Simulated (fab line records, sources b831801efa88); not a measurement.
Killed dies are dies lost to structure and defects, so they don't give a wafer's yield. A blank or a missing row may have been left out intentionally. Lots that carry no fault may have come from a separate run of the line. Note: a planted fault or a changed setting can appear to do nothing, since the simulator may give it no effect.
fab line records	flow sky130
record lots=6	wafers=18	lastDay=49
route steps=708 shown VIA3@577 PAD_OPEN@708
lots with no fault: from the same line, run without faults
startH: hours from the record's opening day to when the first of the lot's shown wafers began	waitH: hours from the lot's prior step to this one	" same as the row above	L1.1+2: one row covering several wafers at once	- no value, or no start given	* or withheld: withheld	< > ~ a bound
route shown NAME@n: a module of which the file shows steps, and the number in the route of the first	usual: average and standard deviation across the fault-free wafers	same: alike in all rows	chamber/n: place in a boat	sites: per-site readings	_std_site: standard deviation of those values	_edge_site: the outer-site mean with the inner-site mean subtracted	radiusMm: how far each site lies from the wafer's centre	mask NAME#n: copy n	behind: the most recent tool/chamber to have shaped the wafer	hold: cause of the lot's hold/its duration in hours/its outcome	device: names the non-switching transistor (n, p or np)	end of line: the same wafers' tests at the end of the route	a step without rows: its recipe alone	killed: dies lost to structure and defects at the first sort, not the wafer's yield	map: per-die view of a wafer (x killed, . not killed, _ where there is no die)
set.NAME: the setting that was run; set.NAME@STEP: the one run at that earlier step	model.NAME: the simulator's own value behind a step, which no gauge read
certain route steps with their lots: each step a table, each wafer a row
services: a tool's chamber out of use, with start hour (startH, from the record's first day; less than 0 if before it), hours out, and reason
## steps
# step SKY_VIA3_DEHYDRATE_04
# recipe tempC=200	timeS=60
# step SKY_VIA3_HMDS_05
# recipe primeTimeS=60	primeTempC=120
# step SKY_VIA3_COAT_06
# recipe resist=BARC	tempC=withheld	timeS=withheld	spinRpm=3000	resistThkNm=60
# step SKY_VIA3_COAT_07
# recipe resist=KrF-thick	spinRpm=3000	resistThkNm=450
# step SKY_VIA3_SOFTBAKE_08
# recipe tempC=100	timeS=90	resist=KrF-thick
# step SKY_VIA3_EXPOSE_09
# recipe maskId=VIM3	na=0.8	sourceShape=annular	sigmaInner=0.55	sigmaOuter=0.85	targetCdNm=200	doseMj=38
# step SKY_VIA3_PEB_10
# recipe pebTempC=withheld	pebTimeS=withheld	resist=KrF-thick
# step SKY_VIA3_DEVELOP_11
# recipe developTimeS=60	resist=KrF-thick	devTempC=21
# step SKY_VIA3_CD_MEAS_12
# recipe targetCdNm=200
# usual cdNm=199.9/1.3
lot.wafer	tool	chamber	startH	waitH	cdNm
L514.1	cdSem-01	-	919.65	-	198.1
L514.2	"	-	"	"	199.6
L514.4	"	-	"	"	199.1
L515.2	cdSem-02	-	936.32	-	200.4
L515.5	"	-	"	"	199.6
L515.6	"	-	"	"	199.9
L523.1	cdSem-02	-	994.40	-	200.9
L523.4	"	-	"	"	201.2
L523.5	"	-	"	"	201.2
L524.1	cdSem-01	-	1009.25	-	201.3
L524.2	"	-	"	"	200.6
L524.5	"	-	"	"	199.3
L532.1	cdSem-02	-	1051.79	-	198.7
L532.2	"	-	"	"	199.6
L532.4	"	-	"	"	201.7
L534.3	cdSem-01	-	1062.08	-	200.9
L534.4	"	-	"	"	200.4
L534.6	"	-	"	"	200.4
# step SKY_VIA3_OVL_MEAS_13
# usual VIA3_OVL=3/5.4
lot.wafer	tool	chamber	startH	waitH	VIA3_OVL[nm]
L514.1	overlay-02	-	919.77	0.1	8
L514.2	"	-	"	"	3
L514.4	"	-	"	"	8
L515.2	overlay-02	-	936.42	0.1	-5
L515.5	"	-	"	"	-3
L515.6	"	-	"	"	-7
L523.1	overlay-01	-	994.52	0.1	-2
L523.4	"	-	"	"	2
L523.5	"	-	"	"	1
L524.1	overlay-02	-	1009.37	0.1	4
L524.2	"	-	"	"	4
L524.5	"	-	"	"	2
L532.1	overlay-02	-	1051.91	0.1	4
L532.2	"	-	"	"	12
L532.4	"	-	"	"	11
L534.3	overlay-02	-	1062.17	0.1	11
L534.4	"	-	"	"	6
L534.6	"	-	"	"	13
# step SKY_VIA3_ETCH_14
# recipe chemistry=N2/H2	target=BARC	ionEnergyEv=200	sourceW=500	biasW=100	pressureMtorr=30	n2FlowSccm=100	h2FlowSccm=200	stopOn=SiO2	timeS=45.9	targetDepthA=600
# usual drypumpMotorCurrentA=5.5/0.44	h2FlowSccm=200.0/0.64	n2FlowSccm=100.00/0.29	oesProductAu=0.854/0.0046	rfFwdPowerW=494.9/1.9	throttleValvePct=13.225/0.0091
lot.wafer	tool	chamber	startH	waitH	drypumpMotorCurrentA	h2FlowSccm	n2FlowSccm	oesProductAu	rfFwdPowerW	rfHoursCounterH	throttleValvePct
L514.1	rieDiel-04	2	919.80	0.0	6.4	200.2	100.42	0.852	496.7	23	13.225
L514.2	"	1	"	"	5.6	201.0	100.22	0.855	495.5	10	13.221
L514.4	"	0	"	"	6.2	199.8	99.78	0.865	494.7	1	13.227
L515.2	rieDiel-03	2	936.45	0.0	5.8	199.7	99.56	0.851	493.1	16	13.225
L515.5	"	1	"	"	5.0	199.1	100.05	0.849	493.0	-	13.222
L515.6	"	2	"	"	5.7	199.8	99.59	0.853	494.5	-	13.218
L523.1	rieDiel-02	3	994.55	0.0	5.1	201.4	100.79	0.846	495.7	17	13.222
L523.4	"	0	"	"	5.2	200.7	100.00	0.851	495.2	19	13.223
L523.5	"	3	"	"	5.1	199.3	99.92	0.851	494.3	-	13.219
L524.1	rieDiel-03	2	1009.40	0.0	5.7	199.0	99.63	0.849	495.3	18	13.234
L524.2	"	3	"	"	5.3	199.8	100.36	0.844	495.3	15	13.223
L524.5	"	0	"	"	5.1	200.1	99.98	0.855	493.4	-	13.217
L532.1	rieDiel-04	0	1051.95	0.0	6.2	199.7	100.20	0.854	496.3	5	13.245
L532.2	"	2	"	"	6.3	199.7	100.28	0.855	492.7	27	13.225
L532.4	"	1	"	"	5.6	199.7	99.93	0.847	497.8	14	13.221
L534.3	rieDiel-03	1	1062.20	0.0	5.0	200.4	99.65	0.849	493.0	28	13.216
L534.4	"	0	"	"	5.1	200.4	100.04	0.850	493.3	18	13.219
L534.6	"	2	"	"	5.7	200.5	99.72	0.854	496.7	-	13.217
# step SKY_VIA3_ETCH_15
# recipe target=SiO2	chemistry=C4F8/O2/Ar	targetDepthNm=507	stopOn=TiN	maskMaterial=KrF-thick	sourceW=1500	biasW=1200	pressureMtorr=40	c4f8FlowSccm=withheld	O2_flow_sccm=6	Ar_flow_sccm=300	timeS=78
# usual oesProductAu=0.945/0.0051	rfFwdPowerW=1489/5.1
lot.wafer	tool	chamber	startH	waitH	oesProductAu	rfFwdPowerW	rfHoursCounterH
L514.1	rieDiel-04	2	919.84	0.0	0.945	1486	23
L514.2	"	1	"	"	0.941	1484	10
L514.4	"	0	"	"	0.955	1486	1
L515.2	rieDiel-03	2	936.49	0.0	0.950	1493	16
L515.5	"	1	"	"	0.945	1485	-
L515.6	"	2	"	"	0.939	1495	-
L523.1	rieDiel-02	3	994.59	0.0	0.947	1493	17
L523.4	"	0	"	"	0.943	1489	19
L523.5	"	3	"	"	0.951	1493	-
L524.1	rieDiel-03	2	1009.44	0.0	0.944	1492	18
L524.2	"	3	"	"	0.946	1498	15
L524.5	"	0	"	"	0.948	1481	-
L532.1	rieDiel-04	0	1051.99	0.0	0.947	1489	5
L532.2	"	2	"	"	0.950	1494	27
L532.4	"	1	"	"	0.940	1493	14
L534.3	rieDiel-03	1	1062.24	0.0	0.944	1486	28
L534.4	"	0	"	"	0.942	1479	18
L534.6	"	2	"	"	0.953	1487	-
# step SKY_VIA3_STRIP_16
# recipe chemistry=O2/N2	powerW=1400	pressureMtorr=1500	platenTempC=withheld	o2FlowSccm=3000	n2FlowSccm=300	overashFraction=0.5
# usual chamberPressureMTorr=1500.2/1.4	drypumpMotorCurrentA=6.0/0.53	n2FlowSccm=300.1/0.89	o2FlowSccm=2999/8.5	oesProductAu=0.402/0.004	stripTimeToEndpointS=4.123/0.026
lot.wafer	tool	chamber	startH	waitH	chamberPressureMTorr	drypumpMotorCurrentA	n2FlowSccm	o2FlowSccm	oesProductAu	rfHoursCounterH	stripTimeToEndpointS	model.KrF-thick_of_VIA3_COAT_07.thkNm
L514.1	plasmaAsher-04	1	919.90	0.0	1499.5	6.2	300.3	3013	0.400	18	4.095	0
L514.2	"	0	"	"	1498.8	5.3	298.3	3002	0.406	18	4.141	0
L514.4	"	0	"	"	1499.2	5.4	298.8	3002	0.404	-	4.129	0
L515.2	plasmaAsher-01	0	936.55	0.0	1500.0	5.6	301.6	2999	0.400	49	4.121	0
L515.5	"	0	"	"	1501.2	5.6	300.0	2989	0.409	-	4.145	0
L515.6	"	1	"	"	1500.9	6.5	301.9	2997	0.399	-	4.148	0
L523.1	plasmaAsher-01	1	994.65	0.0	-	-	-	-	-	-	-	288.6
L523.4	"	1	"	"	-	-	-	-	-	-	-	291.8
L523.5	"	1	"	"	-	-	-	-	-	-	-	286.8
L524.1	plasmaAsher-02	0	1009.50	0.0	-	-	-	-	-	-	-	287.9
L524.2	"	1	"	"	-	-	-	-	-	-	-	290.6
L524.5	"	0	"	"	-	-	-	-	-	-	-	285.6
L532.1	plasmaAsher-02	0	1052.05	0.0	1500.5	5.3	299.1	2987	0.393	127	4.153	0
L532.2	"	1	"	"	1500.1	6.5	299.6	3008	0.403	127	4.107	0
L532.4	"	1	"	"	1500.6	6.6	299.4	2999	0.402	-	4.112	0
L534.3	plasmaAsher-04	0	1062.33	0.1	1500.2	5.3	301.7	2991	0.398	-	4.155	0
L534.4	"	1	"	"	1503.2	6.3	299.1	3002	0.404	-	4.099	0
L534.6	"	1	"	"	1499.4	6.3	300.6	2996	0.402	-	4.099	0
# step SKY_VIA3_STRIP_17
# recipe chemistry=postEtchResidueRemover	timeS=1200	tempC=72.5
# step SKY_PAD_OPEN_PROBE_99
# usual defectLimitedYield=82.7/1.9	killed_at_M0_to_M3=43/6.8	killed_at_M4_up=2.9/1.7	killedAtContacts=24/5.4	killedAtFrontEnd=15/4.8	killedAtOther=0.3/0.57	killedDies=85/9.4	killedOnRim=16/4	killedOpen=47/7.5	killedShort=38/5.7	sort_bin_3_pad_short=0.8/0.37	sort_bin_5_function=10.2/1.5	sort_bin_6_memory=6.2/1.1	sortNPass=407/9.4	sortYieldPct=82.7/1.9
# same grossDies=492	killedAtBackSide=0	sort_bin_4_leakage[%]=0	sort_bin_8_speed[%]=0
lot.wafer	tool	chamber	startH	waitH	hold	defectLimitedYield[%]	killed_at_M0_to_M3	killed_at_M4_up	killedAtContacts	killedAtFrontEnd	killedAtOther	killedDies	killedOnRim	killedOpen	killedShort	sort_bin_3_pad_short[%]	sort_bin_5_function[%]	sort_bin_6_memory[%]	sortNPass	sortYieldPct[%]
L514.1	prober-01	-	1065.29	0.1	-	81.5	52	3	22	14	0	91	25	45	46	1.0	10.4	7.1	401	81.5
L514.2	prober-01	-	1065.34	0.1	-	82.3	43	4	33	7	0	87	16	54	33	0.4	11.6	5.7	405	82.3
L514.4	prober-01	-	1065.44	0.2	-	80.9	50	0	32	11	1	94	21	54	40	1.8	11.2	6.1	398	80.9
L515.2	prober-01	-	1080.48	0.1	-	80.9	41	4	33	13	3	94	12	55	39	1.2	12.4	5.5	398	80.9
L515.5	prober-01	-	1080.63	0.2	-	80.7	45	7	22	21	0	95	27	53	42	1.4	12.0	5.9	397	80.7
L515.6	prober-01	-	1080.68	0.2	-	82.3	44	3	21	19	0	87	14	49	38	0.4	8.5	8.7	405	82.3
L523.1	prober-01	-	1129.12	0.1	awaitDispo/3.2h/scrap	0	450	3	28	9	2	492	96	40	38	0.4	96.1	3.5	0	0
L523.4	prober-01	-	1129.27	0.2	awaitDispo/3.2h/scrap	0	445	5	27	15	0	492	96	58	42	1.0	92.1	6.9	0	0
L523.5	prober-01	-	1129.32	0.2	awaitDispo/3.2h/scrap	0	442	3	26	21	0	492	96	46	48	1.2	90.7	8.1	0	0
L524.1	prober-02	-	1141.59	0.1	awaitDispo/3.6h/scrap	0	458	3	16	15	0	492	96	44	31	0.8	93.7	5.5	0	0
L524.2	prober-02	-	1141.64	0.1	awaitDispo/3.6h/scrap	0	445	2	29	16	0	492	96	43	37	0.4	91.3	8.3	0	0
L524.5	prober-02	-	1141.79	0.2	awaitDispo/3.6h/scrap	0	444	1	33	14	0	492	96	61	28	0.2	93.9	5.9	0	0
L532.1	prober-02	-	1173.22	0.1	-	84.8	47	2	15	11	0	75	12	41	34	0.6	8.9	5.7	417	84.8
L532.2	prober-02	-	1173.27	0.1	-	80.5	49	6	29	12	0	96	22	53	43	1.2	11.6	6.7	396	80.5
L532.4	prober-02	-	1173.37	0.2	-	85.0	44	1	21	8	0	74	19	37	37	0.6	8.7	5.7	418	85.0
L534.3	prober-02	-	1182.86	0.2	-	82.9	43	1	25	15	0	84	15	51	33	0.4	10.2	6.5	408	82.9
L534.4	prober-02	-	1182.91	0.2	-	85.2	35	0	24	13	1	73	19	46	27	1.0	7.9	5.9	419	85.2
L534.6	prober-02	-	1183.01	0.2	-	80.9	43	5	27	19	0	94	17	53	41	0.8	11.4	6.9	398	80.9
# killed by level:class
L514.1 VIA1:geometricParticle:open=11 VIA3:geometricParticle:short=9 CONTACT:geometricParticle:open=7 POLY_GATE:geometricParticle:open=7 VIA1:geometricParticle:short=6 VIA2:geometricParticle:open=6 LI_CONTACT:geometricParticle:open=5 METAL2:geometricParticle:short=5
L514.2 CONTACT:geometricParticle:open=18 VIA1:geometricParticle:open=12 LI_CONTACT:geometricParticle:open=7 METAL1:geometricParticle:short=5 METAL3:geometricParticle:short=5 LI_CONTACT:geometricParticle:short=4 VIA1:geometricParticle:short=4 VIA2:geometricParticle:open=4
L514.4 CONTACT:geometricParticle:open=10 VIA2:geometricParticle:open=10 VIA1:geometricParticle:open=9 VIA3:geometricParticle:short=7 LI_CONTACT:geometricParticle:open=7 LOCAL_INTERCONNECT:geometricParticle:short=6 VIA3:geometricParticle:open=6 LI_CONTACT:geometricParticle:short=5
L515.2 CONTACT:geometricParticle:open=13 VIA1:geometricParticle:open=10 VIA3:geometricParticle:open=9 LI_CONTACT:geometricParticle:open=8 VIA2:geometricParticle:open=8 CONTACT:geometricParticle:short=7 FIELD_ISO:geometricParticle:short=4 POLY_GATE:geometricParticle:short=4
L515.5 CONTACT:geometricParticle:open=9 VIA2:geometricParticle:open=9 VIA1:geometricParticle:short=7 METAL4:geometricParticle:short=7 VIA3:geometricParticle:open=7 POLY_GATE:geometricParticle:open=6 LI_CONTACT:geometricParticle:open=6 METAL1:geometricParticle:short=5
L515.6 VIA3:geometricParticle:open=10 METAL1:geometricParticle:short=8 POLY_GATE:geometricParticle:open=7 VIA1:geometricParticle:open=7 CONTACT:geometricParticle:open=6 LI_CONTACT:geometricParticle:open=5 FIELD_ISO:geometricParticle:open=4 POLY_GATE:geometricParticle:short=4
L523.1 VIA3:areaSputter=414 CONTACT:geometricParticle:open=12 METAL2:geometricParticle:short=9 VIA1:geometricParticle:open=7 LI_CONTACT:geometricParticle:open=6 CONTACT:geometricParticle:short=5 FIELD_ISO:geometricParticle:open=4 VIA2:geometricParticle:open=4
L523.4 VIA3:areaSputter=392 VIA1:geometricParticle:open=10 LI_CONTACT:geometricParticle:open=9 VIA3:geometricParticle:open=7 CONTACT:geometricParticle:short=7 METAL2:geometricParticle:short=6 VIA2:geometricParticle:open=6 CONTACT:geometricParticle:open=5
L523.5 VIA3:areaSputter=398 CONTACT:geometricParticle:open=8 CONTACT:geometricParticle:short=8 VIA3:geometricParticle:open=8 VIA1:geometricParticle:open=7 METAL2:geometricParticle:short=6 FIELD_ISO:geometricParticle:short=5 POLY_GATE:geometricParticle:open=5
L524.1 VIA3:areaSputter=417 CONTACT:geometricParticle:open=10 VIA1:geometricParticle:open=9 VIA3:geometricParticle:open=6 VIA3:geometricParticle:short=5 FIELD_ISO:geometricParticle:open=4 METAL1:geometricParticle:short=4 VIA2:geometricParticle:short=4
L524.2 VIA3:areaSputter=412 VIA1:geometricParticle:open=15 CONTACT:geometricParticle:short=9 CONTACT:geometricParticle:open=8 FIELD_ISO:geometricParticle:short=5 POLY_GATE:geometricParticle:short=5 LI_CONTACT:geometricParticle:open=5 LOCAL_INTERCONNECT:geometricParticle:short=5
L524.5 VIA3:areaSputter=403 LI_CONTACT:geometricParticle:open=14 VIA1:geometricParticle:open=11 CONTACT:geometricParticle:open=10 VIA3:geometricParticle:open=8 CONTACT:geometricParticle:short=7 FIELD_ISO:geometricParticle:open=6 VIA2:geometricParticle:open=5
L532.1 VIA1:geometricParticle:open=17 METAL1:geometricParticle:short=7 LI_CONTACT:geometricParticle:open=6 METAL2:geometricParticle:short=6 VIA2:geometricParticle:open=6 POLY_GATE:geometricParticle:short=5 VIA1:geometricParticle:short=5 CONTACT:geometricParticle:open=4
L532.2 VIA1:geometricParticle:open=13 CONTACT:geometricParticle:open=10 METAL1:geometricParticle:short=10 VIA3:geometricParticle:open=8 VIA2:geometricParticle:open=7 CONTACT:geometricParticle:short=6 LI_CONTACT:geometricParticle:open=5 METAL4:geometricParticle:short=5
L532.4 VIA1:geometricParticle:open=11 CONTACT:geometricParticle:open=7 LI_CONTACT:geometricParticle:open=6 METAL2:geometricParticle:short=6 VIA2:geometricParticle:open=6 VIA2:geometricParticle:short=5 POLY_GATE:geometricParticle:short=4 VIA3:geometricParticle:open=4
L534.3 VIA1:geometricParticle:open=10 METAL1:geometricParticle:short=9 CONTACT:geometricParticle:open=8 LI_CONTACT:geometricParticle:open=8 VIA3:geometricParticle:open=6 FIELD_ISO:geometricParticle:open=5 VIA2:geometricParticle:open=5 FIELD_ISO:geometricParticle:short=4
L534.4 LI_CONTACT:geometricParticle:open=10 METAL1:geometricParticle:short=7 VIA1:geometricParticle:open=7 CONTACT:geometricParticle:open=6 POLY_GATE:geometricParticle:open=4 CONTACT:geometricParticle:short=4 VIA2:geometricParticle:open=4 VIA3:geometricParticle:open=4
L534.6 CONTACT:geometricParticle:open=12 VIA1:geometricParticle:open=10 FIELD_ISO:geometricParticle:short=9 LI_CONTACT:geometricParticle:open=7 VIA3:geometricParticle:open=7 VIA2:geometricParticle:open=6 METAL1:geometricParticle:short=6 FIELD_ISO:geometricParticle:open=4
# map L523.1 (x killed, . not)
__________xxxxxxxxxx_________
________xxxxxxxxxxxxxx_______
______xxxxxxxxxxxxxxxxxx_____
_____xxxxxxxxxxxxxxxxxxxx____
____xxxxxxxxxxxxxxxxxxxxxx___
___xxxxxxxxxxxxxxxxxxxxxxxx__
__xxxxxxxxxxxxxxxxxxxxxxxxxx_
_xxxxxxxxxxxxxxxxxxxxxxxxxxxx
_xxxxxxxxxxxxxxxxxxxxxxxxxxxx
_xxxxxxxxxxxxxxxxxxxxxxxxxxxx
_xxxxxxxxxxxxxxxxxxxxxxxxxxxx
_xxxxxxxxxxxxxxxxxxxxxxxxxxxx
_xxxxxxxxxxxxxxxxxxxxxxxxxxxx
_xxxxxxxxxxxxxxxxxxxxxxxxxxxx
_xxxxxxxxxxxxxxxxxxxxxxxxxxxx
__xxxxxxxxxxxxxxxxxxxxxxxxxx_
___xxxxxxxxxxxxxxxxxxxxxxxx__
____xxxxxxxxxxxxxxxxxxxxxx___
_____xxxxxxxxxxxxxxxxxxxx____
______xxxxxxxxxxxxxxxxxx_____
________xxxxxxxxxxxxxx_______
__________xxxxxxxxxx_________
# map L524.1 (x killed, . not)
__________xxxxxxxxxx_________
________xxxxxxxxxxxxxx_______
______xxxxxxxxxxxxxxxxxx_____
_____xxxxxxxxxxxxxxxxxxxx____
____xxxxxxxxxxxxxxxxxxxxxx___
___xxxxxxxxxxxxxxxxxxxxxxxx__
__xxxxxxxxxxxxxxxxxxxxxxxxxx_
_xxxxxxxxxxxxxxxxxxxxxxxxxxxx
_xxxxxxxxxxxxxxxxxxxxxxxxxxxx
_xxxxxxxxxxxxxxxxxxxxxxxxxxxx
_xxxxxxxxxxxxxxxxxxxxxxxxxxxx
_xxxxxxxxxxxxxxxxxxxxxxxxxxxx
_xxxxxxxxxxxxxxxxxxxxxxxxxxxx
_xxxxxxxxxxxxxxxxxxxxxxxxxxxx
_xxxxxxxxxxxxxxxxxxxxxxxxxxxx
__xxxxxxxxxxxxxxxxxxxxxxxxxx_
___xxxxxxxxxxxxxxxxxxxxxxxx__
____xxxxxxxxxxxxxxxxxxxxxx___
_____xxxxxxxxxxxxxxxxxxxx____
______xxxxxxxxxxxxxxxxxx_____
________xxxxxxxxxxxxxx_______
__________xxxxxxxxxx_________
## services
tool	chamber	startH	hours	kind
plasmaAsher-01	-	909.22	1.1	repair
plasmaAsher-04	-	916.56	0.7	repair
rieDiel-02	3	916.88	13.5	repair
plasmaAsher-04	-	936.03	3.9	repair
rieDiel-04	3	944.19	-	clean
rieDiel-04	3	944.19	16.1	scheduledDown
rieDiel-04	3	944.19	16.1	ventCycle
rieDiel-02	3	954.74	7.6	repair
plasmaAsher-04	-	960.05	0.6	repair
plasmaAsher-01	-	965.74	7.1	repair
rieDiel-04	1	977.20	12.6	repair
plasmaAsher-01	-	987.00	1.7	repair
plasmaAsher-04	-	1002.46	14.6	pm
rieDiel-02	-	1008.20	0.5	repair
rieDiel-04	0	1023.74	5.2	repair
rieDiel-04	1	1023.78	3.1	repair
rieDiel-04	3	1025.78	16.8	repair
rieDiel-04	-	1027.62	0.3	repair
plasmaAsher-02	-	1055.25	9.0	pm
plasmaAsher-02	0	1055.25	9.0	ventCycle
plasmaAsher-02	1	1055.25	9.0	ventCycle
rieDiel-03	2	1057.57	4.4	repair
## key
firstSign step=SKY_VIA3_STRIP_16	reading=toolRecord	direction=missing
effect step=SKY_PAD_OPEN_PROBE_99	reading=killed_at_M0_to_M3	direction=up	sigmas=60	usual=43	struck=447
modelEffect step=SKY_VIA3_STRIP_16	value=KrF-thick_of_VIA3_COAT_07.thkNm	without=0	struck=288.5
moreKillsBornAt SKY_VIA3_SPUTTER_20@pvdSputter-01=1232	SKY_VIA3_SPUTTER_20@pvdSputter-04=1204
metAt SKY_VIA3_STRIP_16
struckWafers L523.1,L523.4,L523.5,L524.1,L524.2,L524.5
laterRowsLeftOut L523.1,L523.4,L523.5,L524.1,L524.2,L524.5
onsetBetween 936.55 994.65
fault kind=skippedStepWhole	tool=plasmaAsher-01,plasmaAsher-02	chamber=-	onsetH=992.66	steps=SKY_VIA3_STRIP_16	scope=struckLotsOnly
# laterRowsLeftOut: the simulator's readings of these wafers behind a module that went badly wrong aren't trusted and aren't shown, but for the sort
